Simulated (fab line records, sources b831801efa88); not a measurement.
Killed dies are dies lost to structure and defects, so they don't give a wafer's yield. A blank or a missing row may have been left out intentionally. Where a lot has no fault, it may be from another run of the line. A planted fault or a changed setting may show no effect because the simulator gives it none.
fab line records ; flow sky130 ; part 1 of 2: steps 1 to 29 of 42
record: lots: 5; wafers: 15; lastDay: 49
route steps=708 shown POLY_GATE@225 LDD_N@237 LDD_P@255
lots that met no fault: taken from a fault-free run of the same line
startH: hours from the record's first day to the start of the lot's first wafer shown ; waitH: time in hours since the lot's previous step ; " repeats the value in the row above ; L1.1+2: a single row standing in for several wafers ; - no value, or no start was given ; * or withheld: withheld ; < > ~ a bound
route shown NAME@n: names a module that has steps shown in the file, with the first one's number in the route ; usual: mean/standard deviation of fault-free wafers ; same: alike in all rows ; chamber/n: place in a boat ; sites: readings site by site ; _std_site: standard deviation of those values ; _edge_site: mean of outer sites minus mean of inner sites ; radiusMm: for every site, how far away it sits from the centre of the wafer ; mask NAME#n: copy n ; behind: tool/chamber where the wafer was last shaped ; hold: what put the lot on hold/how long, in hours/how the hold closed ; device: transistor that didn't switch, given as n, p or np ; end of line: at the end of the route, the tests of the same wafers ; a step with no rows: only its recipe ; killed: at the first sort, the dies lost to defects and structure; wafer yield is something else ; map: a wafer's dies, x killed, . not, _ none there
set.NAME: the setting the step ran with; set.NAME@STEP: the setting that earlier step ran with ; model.NAME: the simulator's own value behind a step, which no gauge read
certain route steps with their lots: each step a table, each wafer a row
services: from which hour (startH, from the record's first day; less than 0 if before it) a tool's chamber was out of use, for how many hours, and why
== steps ==
step: SKY_POLY_GATE_PEB_11
recipe: pebTempC: withheld; pebTimeS: withheld; resist: KrF-thick
lot.wafer;tool;chamber;startH;waitH
L081.3+4+5;lithoTrack-02;0;-;-
L080.1+3+6;lithoTrack-02;0;-;-
L090.3+4+6;lithoTrack-03;0;-;-
L088.2+4+6;lithoTrack-04;0;-;-
L093.2+4+5;lithoTrack-03;0;-;-
step: SKY_POLY_GATE_DEVELOP_12
recipe: developTimeS: 60; resist: KrF-thick; devTempC: 21
lot.wafer;tool;chamber;startH;waitH
L081.3+4+5;lithoTrack-02;0;-;-
L080.1+3+6;lithoTrack-02;0;-;-
L090.3+4+6;lithoTrack-03;0;-;-
L088.2+4+6;lithoTrack-04;0;-;-
L093.2+4+5;lithoTrack-03;0;-;-
step: SKY_POLY_GATE_CD_MEAS_13
recipe: targetCdNm: 150
usual: cdNm: 149.3/1.5
lot.wafer;tool;chamber;startH;waitH;cdNm
L081.3;cdSem-02;-;427.02;-;152.6
L081.4;cdSem-02;-;427.02;-;151.3
L081.5;cdSem-02;-;427.02;-;152.3
L080.1;cdSem-01;-;427.33;-;148.6
L080.3;cdSem-01;-;427.33;-;148.1
L080.6;cdSem-01;-;427.33;-;148.6
L090.3;cdSem-02;-;511.21;-;148.8
L090.4;cdSem-02;-;511.21;-;149.3
L090.6;cdSem-02;-;511.21;-;145.8
L088.2;cdSem-01;-;511.33;-;149.4
L088.4;cdSem-01;-;511.33;-;148.2
L088.6;cdSem-01;-;511.33;-;148.8
L093.2;cdSem-01;-;528.19;-;148.9
L093.4;cdSem-01;-;528.19;-;147.4
L093.5;cdSem-01;-;528.19;-;147.4
step: SKY_POLY_GATE_OVL_MEAS_14
usual: POLY_GATE_OVL: -7/5.7
lot.wafer;tool;chamber;startH;waitH;POLY_GATE_OVL[nm]
L081.3;overlay-01;-;427.11;0.1;-7
L081.4;overlay-01;-;427.11;0.1;-17
L081.5;overlay-01;-;427.11;0.1;-11
L080.1;overlay-02;-;427.45;0.1;-7
L080.3;overlay-02;-;427.45;0.1;5
L080.6;overlay-02;-;427.45;0.1;-9
L090.3;overlay-01;-;511.30;0.1;-11
L090.4;overlay-01;-;511.30;0.1;-4
L090.6;overlay-01;-;511.30;0.1;-8
L088.2;overlay-02;-;511.44;0.1;-3
L088.4;overlay-02;-;511.44;0.1;0
L088.6;overlay-02;-;511.44;0.1;0
L093.2;overlay-01;-;528.29;0.1;-6
L093.4;overlay-01;-;528.29;0.1;0
L093.5;overlay-01;-;528.29;0.1;9
step: SKY_POLY_GATE_ETCH_15
recipe: chemistry: N2/H2; target: BARC; ionEnergyEv: 200; sourceW: 500; biasW: 100; pressureMtorr: 30; n2FlowSccm: 100; h2FlowSccm: 200; stopOn: SiO2; timeS: 118.5; targetDepthA: 1100
usual: drypumpMotorCurrentA: 5.9/0.4; n2FlowSccm: 100.01/0.29; oesProductAu: 0.716/0.0046; rfFwdPowerW: 496.9/1.5; throttleValvePct: 13.212/0.0097
lot.wafer;tool;chamber;startH;waitH;drypumpMotorCurrentA;n2FlowSccm;oesProductAu;rfFwdPowerW;rfHoursCounterH;throttleValvePct
L081.3;rieDiel-02;3;427.14;0.0;6.3;100.23;0.715;497.4;52;13.227
L081.4;rieDiel-02;3;427.14;0.0;6.3;99.53;0.719;495.4;-;13.204
L081.5;rieDiel-02;0;427.14;0.0;6.2;99.66;0.718;497.9;-;13.191
L080.1;rieDiel-01;3;427.49;0.0;6.0;100.36;0.717;497.9;32;13.215
L080.3;rieDiel-01;0;427.49;0.0;6.2;100.10;0.710;496.9;15;13.219
L080.6;rieDiel-01;2;427.49;0.0;5.7;100.49;0.711;496.0;-;13.217
L090.3;rieDiel-01;2;511.32;0.0;5.8;100.01;0.716;496.6;21;13.218
L090.4;rieDiel-01;1;511.32;0.0;5.6;100.01;0.720;495.7;6;13.205
L090.6;rieDiel-01;2;511.32;0.0;5.7;100.08;0.716;498.2;-;13.220
L088.2;rieDiel-04;1;511.47;0.0;5.4;99.55;0.708;498.2;3;13.199
L088.4;rieDiel-04;2;511.47;0.0;6.3;100.48;0.718;498.0;44;13.219
L088.6;rieDiel-04;1;511.47;0.0;5.5;99.82;0.719;498.0;-;13.222
L093.2;rieDiel-04;0;528.32;0.0;5.9;100.13;0.717;498.5;74;13.206
L093.4;rieDiel-04;3;528.32;0.0;5.7;100.44;0.710;497.9;5;13.209
L093.5;rieDiel-04;1;528.32;0.0;5.5;100.26;0.715;496.6;-;13.206
step: SKY_POLY_GATE_ETCH_16
recipe: stopOn: poly-Si; chemistry: CH3F/O2; target: Si3N4; sourceW: 400; biasW: 80; pressureMtorr: 25; ch3fFlowSccm: 40; O2_flow_sccm: 30; timeS: 147.5; targetDepthA: 750
usual: drypumpMotorCurrentA: 5.9/0.4; oesProductAu: 0.640/0.0053; rfFwdPowerW: 398.2/1.5; throttleValvePct: 10.535/0.0091
lot.wafer;tool;chamber;startH;waitH;drypumpMotorCurrentA;oesProductAu;rfFwdPowerW;rfHoursCounterH;throttleValvePct
L081.3;rieDiel-02;3;427.22;0.0;6.3;0.643;398.9;53;10.548
L081.4;rieDiel-02;3;427.22;0.0;6.3;0.645;400.3;-;10.541
L081.5;rieDiel-02;0;427.22;0.0;6.1;0.641;397.5;-;10.537
L080.1;rieDiel-01;3;427.57;0.0;5.9;0.635;397.1;32;10.533
L080.3;rieDiel-01;0;427.57;0.0;6.2;0.638;398.4;15;10.533
L080.6;rieDiel-01;2;427.57;0.0;5.7;0.640;397.2;-;10.534
L090.3;rieDiel-01;2;511.41;0.0;5.7;0.645;398.1;21;10.532
L090.4;rieDiel-01;1;511.41;0.0;5.6;0.631;398.3;6;10.538
L090.6;rieDiel-01;2;511.41;0.0;5.7;0.636;397.2;-;10.530
L088.2;rieDiel-04;1;511.55;0.0;5.4;0.641;401.8;3;10.528
L088.4;rieDiel-04;2;511.55;0.0;6.3;0.638;399.4;44;10.532
L088.6;rieDiel-04;1;511.55;0.0;5.4;0.650;398.8;-;10.532
L093.2;rieDiel-04;0;528.41;0.0;5.8;0.633;397.9;74;10.545
L093.4;rieDiel-04;3;528.41;0.0;5.7;0.645;397.5;5;10.533
L093.5;rieDiel-04;1;528.41;0.0;5.5;0.637;400.9;-;10.536
step: SKY_POLY_GATE_ETCH_17
recipe: targetDepthNm: 180; stopOn: SiO2; overEtchFrac: 0.56667; chemistry: HBr/Cl2; target: poly-Si; icpW: 400; biasW: 100; pressureMtorr: 10; HBr_flow_sccm: 150; Cl2_flow_sccm: 50; timeS: 70.5
usual: drypumpMotorCurrentA: 5.8/0.51; oesProductAu: 0.985/0.0074; rfFwdPowerW: 397.1/1.3; throttleValvePct: 33.684/0.0094
lot.wafer;tool;chamber;startH;waitH;drypumpMotorCurrentA;oesProductAu;rfFwdPowerW;rfHoursCounterH;throttleValvePct
L081.3;rieSi-01;3;427.32;0.0;6.8;0.988;400.3;43;33.699
L081.4;rieSi-01;0;427.32;0.0;5.0;0.988;395.7;0;33.682
L081.5;rieSi-01;1;427.32;0.0;5.5;0.987;395.3;-;33.690
L080.1;rieSi-02;2;427.67;0.0;5.5;0.977;395.0;0;33.686
L080.3;rieSi-02;0;427.67;0.0;5.9;0.992;398.8;68;33.681
L080.6;rieSi-02;3;427.67;0.0;5.4;0.987;394.6;-;33.692
L090.3;rieSi-02;3;511.51;0.0;5.4;0.984;396.1;0;33.676
L090.4;rieSi-02;2;511.51;0.0;5.4;0.980;396.0;1;33.683
L090.6;rieSi-02;1;511.51;0.0;5.9;0.985;396.9;-;33.687
L088.2;rieSi-01;1;511.65;0.0;5.4;0.971;398.5;39;33.681
L088.4;rieSi-01;3;511.65;0.0;6.8;0.980;396.8;43;33.683
L088.6;rieSi-01;1;511.65;0.0;5.5;0.982;400.0;-;33.692
L093.2;rieSi-02;2;528.51;0.0;5.4;0.970;397.3;1;33.685
L093.4;rieSi-02;1;528.51;0.0;5.8;1.007;396.3;0;33.690
L093.5;rieSi-02;3;528.51;0.0;5.4;0.990;395.0;-;33.688
step: SKY_POLY_GATE_STRIP_18
recipe: chemistry: O2/N2; powerW: 1400; pressureMtorr: 1500; platenTempC: withheld; o2FlowSccm: 3000; n2FlowSccm: 300; overashFraction: 0.5
usual: drypumpMotorCurrentA: 5.7/0.34; n2FlowSccm: 299.9/0.94; o2FlowSccm: 3001/8.3; oesProductAu: 0.361/0.0045; stripTimeToEndpointS: 3.17/0.036
lot.wafer;tool;chamber;startH;waitH;drypumpMotorCurrentA;n2FlowSccm;o2FlowSccm;oesProductAu;rfHoursCounterH;stripTimeToEndpointS
L081.3;plasmaAsher-04;0;427.41;0.1;5.6;299.7;3002;0.356;-;3.13
L081.4;plasmaAsher-04;1;427.41;0.1;6.0;299.5;3003;0.367;-;3.15
L081.5;plasmaAsher-04;0;427.41;0.1;5.6;298.6;3011;0.357;-;3.22
L080.1;plasmaAsher-03;1;427.72;0.0;5.3;299.2;3006;0.372;28;3.15
L080.3;plasmaAsher-03;0;427.72;0.0;6.0;300.5;3001;0.360;-;3.17
L080.6;plasmaAsher-03;1;427.72;0.0;5.3;300.0;3003;0.350;-;3.12
L090.3;plasmaAsher-04;1;511.59;0.1;6.0;299.7;3001;0.371;-;3.17
L090.4;plasmaAsher-04;0;511.59;0.1;5.6;299.4;2998;0.366;-;3.17
L090.6;plasmaAsher-04;1;511.59;0.1;6.0;299.3;2993;0.361;-;3.16
L088.2;plasmaAsher-02;1;511.70;0.0;6.2;298.3;3007;0.362;70;3.19
L088.4;plasmaAsher-02;1;511.70;0.0;6.2;299.5;3026;0.359;-;3.12
L088.6;plasmaAsher-02;1;511.70;0.0;6.2;299.8;3011;0.354;-;3.17
L093.2;plasmaAsher-03;0;528.56;0.0;6.0;300.9;3010;0.360;38;3.16
L093.4;plasmaAsher-03;1;528.56;0.0;5.3;299.0;3006;0.365;-;3.17
L093.5;plasmaAsher-03;1;528.56;0.0;5.3;299.2;3001;0.357;-;3.16
step: SKY_POLY_GATE_CLEAN_19
recipe: chemistry: SC1/SC2; mix: 1:4:20; tempC: 70; timeS: 150; dry: n2Spin
lot.wafer;tool;chamber;startH;waitH
L081.3+4+5;wetBench-02;2;427.47;0.0
L080.1+3+6;wetBench-04;0;427.82;0.1
L090.3+4+6;wetBench-02;0;511.66;0.0
L088.2+4+6;wetBench-01;1;511.80;0.1
L093.2+4+5;wetBench-01;3;528.66;0.1
step: SKY_POLY_GATE_OXIDATION_20
recipe: tempC: 850; ambient: O2; stabiliseS: 600; purgeS: 300; targetThkA: 40; oxTimeS: 899
usual: spikeTcTopC: 859.2/1.2
lot.wafer;tool;chamber;startH;waitH;spikeTcTopC
L080.1;furnace-01;0;429.87;2.0;860.7
L080.3;furnace-01;0;429.87;2.0;858.5
L080.6;furnace-01;0;429.87;2.0;859.5
L081.3;furnace-01;0;429.87;2.3;860.2
L081.4;furnace-01;0;429.87;2.3;856.3
L081.5;furnace-01;0;429.87;2.3;858.6
L090.3;furnace-01;0;511.71;0.0;856.8
L090.4;furnace-01;0;511.71;0.0;858.8
L090.6;furnace-01;0;511.71;0.0;857.2
L088.2;furnace-02;0;512.52;0.6;859.0
L088.4;furnace-02;0;512.52;0.6;859.9
L088.6;furnace-02;0;512.52;0.6;857.6
L093.2;furnace-01;0;528.71;0.0;858.4
L093.4;furnace-01;0;528.71;0.0;858.8
L093.5;furnace-01;0;528.71;0.0;857.4
step: SKY_POLY_GATE_THK_MEAS_21
recipe: reads: SiO2_of_POLY_GATE_OXIDATION_20
usual: POLY_GATE_OXIDATION_THK: 4.02/0.086
lot.wafer;tool;chamber;startH;waitH;POLY_GATE_OXIDATION_THK[nm]
L080.1;filmMetro-04;-;431.12;0.0;3.94
L080.3;filmMetro-04;-;431.12;0.0;3.92
L080.6;filmMetro-04;-;431.12;0.0;3.94
L081.3;filmMetro-03;-;431.14;0.0;3.96
L081.4;filmMetro-03;-;431.14;0.0;3.92
L081.5;filmMetro-03;-;431.14;0.0;3.95
L090.3;filmMetro-04;-;512.98;0.0;4.03
L090.4;filmMetro-04;-;512.98;0.0;4.01
L090.6;filmMetro-04;-;512.98;0.0;4.05
L088.2;filmMetro-03;-;513.78;0.0;3.89
L088.4;filmMetro-03;-;513.78;0.0;3.88
L088.6;filmMetro-03;-;513.78;0.0;3.87
L093.2;filmMetro-01;-;529.97;0.0;3.92
L093.4;filmMetro-01;-;529.97;0.0;3.93
L093.5;filmMetro-01;-;529.97;0.0;3.93
step: SKY_POLY_GATE_CD_MEAS_22
usual: cdNm: 150.4/2.7
lot.wafer;tool;chamber;startH;waitH;cdNm
L081.3;cdSem-02;-;431.24;0.1;149.6
L081.4;cdSem-02;-;431.24;0.1;151.0
L081.5;cdSem-02;-;431.24;0.1;151.4
L080.1;cdSem-02;-;431.35;0.2;148.6
L080.3;cdSem-02;-;431.35;0.2;149.7
L080.6;cdSem-02;-;431.35;0.2;149.1
L090.3;cdSem-02;-;513.08;0.1;148.6
L090.4;cdSem-02;-;513.08;0.1;150.8
L090.6;cdSem-02;-;513.08;0.1;146.0
L088.2;cdSem-02;-;513.86;0.1;151.4
L088.4;cdSem-02;-;513.86;0.1;152.6
L088.6;cdSem-02;-;513.86;0.1;150.7
L093.2;cdSem-01;-;530.05;0.1;151.5
L093.4;cdSem-01;-;530.05;0.1;146.1
L093.5;cdSem-01;-;530.05;0.1;152.1
step: SKY_LDD_N_DEHYDRATE_00
recipe: tempC: 200; timeS: 60
lot.wafer;tool;chamber;startH;waitH
L081.3+4+5;lithoTrack-02;0;446.88;15.6
L080.1+3+6;lithoTrack-01;0;446.97;15.6
L090.3+4+6;lithoTrack-04;0;526.31;13.2
L088.2+4+6;lithoTrack-02;0;527.41;13.5
L093.2+4+5;lithoTrack-04;0;544.89;14.8
step: SKY_LDD_N_HMDS_01
recipe: primeTimeS: 60; primeTempC: 120
lot.wafer;tool;chamber;startH;waitH
L081.3+4+5;lithoTrack-02;0;447.03;0.1
L080.1+3+6;lithoTrack-01;0;447.12;0.1
L090.3+4+6;lithoTrack-04;0;526.46;0.1
L088.2+4+6;lithoTrack-02;0;527.56;0.1
L093.2+4+5;lithoTrack-04;0;545.04;0.1
step: SKY_LDD_N_COAT_02
recipe: resist: NOVOLAK; spinRpm: 3000; resistThkNm: 300
lot.wafer;tool;chamber;startH;waitH
L081.3+4+5;lithoTrack-02;0;447.18;0.1
L080.1+3+6;lithoTrack-01;0;447.27;0.1
L090.3+4+6;lithoTrack-04;0;526.61;0.1
L088.2+4+6;lithoTrack-02;0;527.71;0.1
L093.2+4+5;lithoTrack-04;0;545.19;0.1
step: SKY_LDD_N_SOFTBAKE_03
recipe: tempC: 90; timeS: 60; resist: NOVOLAK
lot.wafer;tool;chamber;startH;waitH
L081.3+4+5;lithoTrack-02;0;447.33;0.1
L080.1+3+6;lithoTrack-01;0;447.42;0.1
L090.3+4+6;lithoTrack-04;0;526.76;0.1
L088.2+4+6;lithoTrack-02;0;527.86;0.1
L093.2+4+5;lithoTrack-04;0;545.34;0.1
step: SKY_LDD_N_EXPOSE_04
recipe: maskId: NTM; targetCdNm: 840; na: 0.6; sourceShape: conventional; sigmaOuter: 0.6; doseMj: 110
usual: exposureDoseMJCm2: 110.00/0.12
lot.wafer;tool;chamber;startH;waitH;mask;exposureDoseMJCm2
L081.3;ilineStepper-02;0;-;-;NTM#0;110.03
L081.4;ilineStepper-02;0;-;-;NTM#0;109.97
L081.5;ilineStepper-02;0;-;-;NTM#0;109.78
L080.1;ilineStepper-01;0;-;-;NTM#0;109.92
L080.3;ilineStepper-01;0;-;-;NTM#0;109.96
L080.6;ilineStepper-01;0;-;-;NTM#0;110.08
L090.3;ilineStepper-01;0;-;-;NTM#0;109.90
L090.4;ilineStepper-01;0;-;-;NTM#0;109.86
L090.6;ilineStepper-01;0;-;-;NTM#0;109.93
L088.2;ilineStepper-02;0;-;-;NTM#0;110.10
L088.4;ilineStepper-02;0;-;-;NTM#0;110.18
L088.6;ilineStepper-02;0;-;-;NTM#0;110.04
L093.2;ilineStepper-01;0;-;-;NTM#0;109.87
L093.4;ilineStepper-01;0;-;-;NTM#0;109.93
L093.5;ilineStepper-01;0;-;-;NTM#0;109.91
step: SKY_LDD_N_PEB_05
recipe: tempC: withheld; timeS: *; resist: NOVOLAK
lot.wafer;tool;chamber;startH;waitH
L081.3+4+5;lithoTrack-04;0;-;-
L080.1+3+6;lithoTrack-02;0;-;-
L090.3+4+6;lithoTrack-02;0;-;-
L088.2+4+6;lithoTrack-04;0;-;-
L093.2+4+5;lithoTrack-04;0;-;-
step: SKY_LDD_N_DEVELOP_06
recipe: developTimeS: 60; devTempC: 23
lot.wafer;tool;chamber;startH;waitH
L081.3+4+5;lithoTrack-04;0;461.21;0.1
L080.1+3+6;lithoTrack-02;0;461.28;0.1
L090.3+4+6;lithoTrack-02;0;541.78;0.1
L088.2+4+6;lithoTrack-04;0;543.34;0.1
L093.2+4+5;lithoTrack-04;0;559.24;0.1
step: SKY_LDD_N_OVL_MEAS_07
usual: LDD_N_OVL: 0.4/1.4
lot.wafer;tool;chamber;startH;waitH;LDD_N_OVL[nm]
L081.3;overlay-02;-;461.32;0.1;-2.1
L081.4;overlay-02;-;461.32;0.1;0.0
L081.5;overlay-02;-;461.32;0.1;0.1
L080.1;overlay-01;-;461.43;0.1;0.9
L080.3;overlay-01;-;461.43;0.1;-0.4
L080.6;overlay-01;-;461.43;0.1;-0.1
L090.3;overlay-01;-;541.89;0.1;-2.1
L090.4;overlay-01;-;541.89;0.1;1.1
L090.6;overlay-01;-;541.89;0.1;1.7
L088.2;overlay-01;-;543.47;0.1;2.1
L088.4;overlay-01;-;543.47;0.1;0.7
L088.6;overlay-01;-;543.47;0.1;1.2
L093.2;overlay-02;-;559.37;0.1;1.9
L093.4;overlay-02;-;559.37;0.1;1.8
L093.5;overlay-02;-;559.37;0.1;0.7
step: SKY_LDD_N_IMPLANT_08
recipe: species: As; energyKev: 20; doseCm2: 7.5e+13; tiltDeg: withheld; rotationDeg: 23
lot.wafer;tool;chamber;startH;waitH
L081.3+4+5;implanter-04;0;461.40;0.1
L080.1+3+6;implanter-02;0;461.47;0.0
L090.3+4+6;implanter-02;0;541.97;0.1
L088.2+4+6;implanter-04;0;543.52;0.0
L093.2+4+5;implanter-02;0;559.42;0.0
step: SKY_LDD_N_IMPLANT_09
recipe: species: As; energyKev: 20; doseCm2: 7.641e+13; tiltDeg: withheld; rotationDeg: 113
lot.wafer;tool;chamber;startH;waitH
L081.3+4+5;implanter-04;0;461.55;0.1
L080.1+3+6;implanter-02;0;461.62;0.1
L090.3+4+6;implanter-02;0;542.12;0.1
L088.2+4+6;implanter-04;0;543.67;0.1
L093.2+4+5;implanter-02;0;559.57;0.1
step: SKY_LDD_N_IMPLANT_10
recipe: species: As; energyKev: 20; doseCm2: 7.5e+13; tiltDeg: withheld; rotationDeg: 203
lot.wafer;tool;chamber;startH;waitH
L081.3+4+5;implanter-04;0;461.70;0.1
L080.1+3+6;implanter-02;0;461.77;0.1
L090.3+4+6;implanter-02;0;542.27;0.1
L088.2+4+6;implanter-04;0;543.82;0.1
L093.2+4+5;implanter-02;0;559.72;0.1
step: SKY_LDD_N_IMPLANT_11
recipe: species: As; energyKev: 20; doseCm2: 7.5e+13; tiltDeg: withheld; rotationDeg: 293
lot.wafer;tool;chamber;startH;waitH
L081.3+4+5;implanter-04;0;461.85;0.1
L080.1+3+6;implanter-02;0;461.92;0.1
L090.3+4+6;implanter-02;0;542.42;0.1
L088.2+4+6;implanter-04;0;543.97;0.1
L093.2+4+5;implanter-02;0;559.87;0.1
step: SKY_LDD_N_IMPLANT_12
recipe: species: BF2; energyKev: 50; doseCm2: 5e+12; tiltDeg: 30; rotationDeg: 0
lot.wafer;tool;chamber;startH;waitH
L081.3+4+5;implanter-04;0;462.00;0.1
L080.1+3+6;implanter-02;0;462.07;0.1
L090.3+4+6;implanter-02;0;542.57;0.1
L088.2+4+6;implanter-04;0;544.12;0.1
L093.2+4+5;implanter-02;0;560.02;0.1
step: SKY_LDD_N_IMPLANT_13
recipe: species: BF2; energyKev: 50; doseCm2: 5e+12; tiltDeg: 30; rotationDeg: 90
lot.wafer;tool;chamber;startH;waitH
L081.3+4+5;implanter-04;0;462.15;0.1
L080.1+3+6;implanter-02;0;462.22;0.1
L090.3+4+6;implanter-02;0;542.72;0.1
L088.2+4+6;implanter-04;0;544.27;0.1
L093.2+4+5;implanter-02;0;560.17;0.1
step: SKY_LDD_N_IMPLANT_14
recipe: species: BF2; energyKev: 50; doseCm2: 5e+12; tiltDeg: 30; rotationDeg: 180
lot.wafer;tool;chamber;startH;waitH
L081.3+4+5;implanter-04;0;462.30;0.1
L080.1+3+6;implanter-02;0;462.37;0.1
L090.3+4+6;implanter-02;0;542.87;0.1
L088.2+4+6;implanter-04;0;544.42;0.1
L093.2+4+5;implanter-02;0;560.32;0.1
step: SKY_LDD_N_IMPLANT_15
recipe: species: BF2; energyKev: 50; doseCm2: 5e+12; tiltDeg: 30; rotationDeg: 270
lot.wafer;tool;chamber;startH;waitH
L081.3+4+5;implanter-04;0;462.45;0.1
L080.1+3+6;implanter-02;0;462.52;0.1
L090.3+4+6;implanter-02;0;543.02;0.1
L088.2+4+6;implanter-04;0;544.57;0.1
L093.2+4+5;implanter-02;0;560.47;0.1
step: SKY_LDD_N_STRIP_16
recipe: chemistry: O2/N2; powerW: 1400; pressureMtorr: 1500; platenTempC: withheld; o2FlowSccm: 3000; n2FlowSccm: 300; overashFraction: 0.5
usual: drypumpMotorCurrentA: 5.77/0.29; n2FlowSccm: 300.0/0.96; o2FlowSccm: 2999/9.2; oesProductAu: 0.406/0.0043; stripTimeToEndpointS: 4.319/0.013
lot.wafer;tool;chamber;startH;waitH;drypumpMotorCurrentA;n2FlowSccm;o2FlowSccm;oesProductAu;rfHoursCounterH;stripTimeToEndpointS
L081.3;plasmaAsher-02;0;462.58;0.1;5.33;301.0;2990;0.409;-;4.315
L081.4;plasmaAsher-02;1;462.58;0.1;6.16;301.2;2997;0.407;-;4.314
L081.5;plasmaAsher-02;0;462.58;0.1;5.31;301.3;3000;0.408;-;4.300
L080.1;plasmaAsher-01;0;462.67;0.1;5.84;300.4;2994;0.399;3;4.299
L080.3;plasmaAsher-01;1;462.67;0.1;5.68;299.2;3002;0.402;-;4.307
L080.6;plasmaAsher-01;0;462.67;0.1;5.85;300.7;3008;0.402;-;4.311
L090.3;plasmaAsher-01;1;543.15;0.1;5.70;299.8;2996;0.409;-;4.319
L090.4;plasmaAsher-01;0;543.15;0.1;5.87;300.7;2997;0.407;-;4.324
L090.6;plasmaAsher-01;1;543.15;0.1;5.71;299.3;2986;0.412;-;4.305
L088.2;plasmaAsher-02;1;544.70;0.1;6.16;299.6;3003;0.405;73;4.335
L088.4;plasmaAsher-02;0;544.70;0.1;5.33;300.1;2992;0.415;-;4.315
L088.6;plasmaAsher-02;0;544.70;0.1;5.31;299.9;2991;0.408;-;4.341
L093.2;plasmaAsher-01;1;560.60;0.1;5.70;299.5;3014;0.400;13;4.326
L093.4;plasmaAsher-01;1;560.60;0.1;5.70;300.1;3004;0.417;-;4.327
L093.5;plasmaAsher-01;0;560.60;0.1;5.85;298.8;2999;0.396;-;4.324
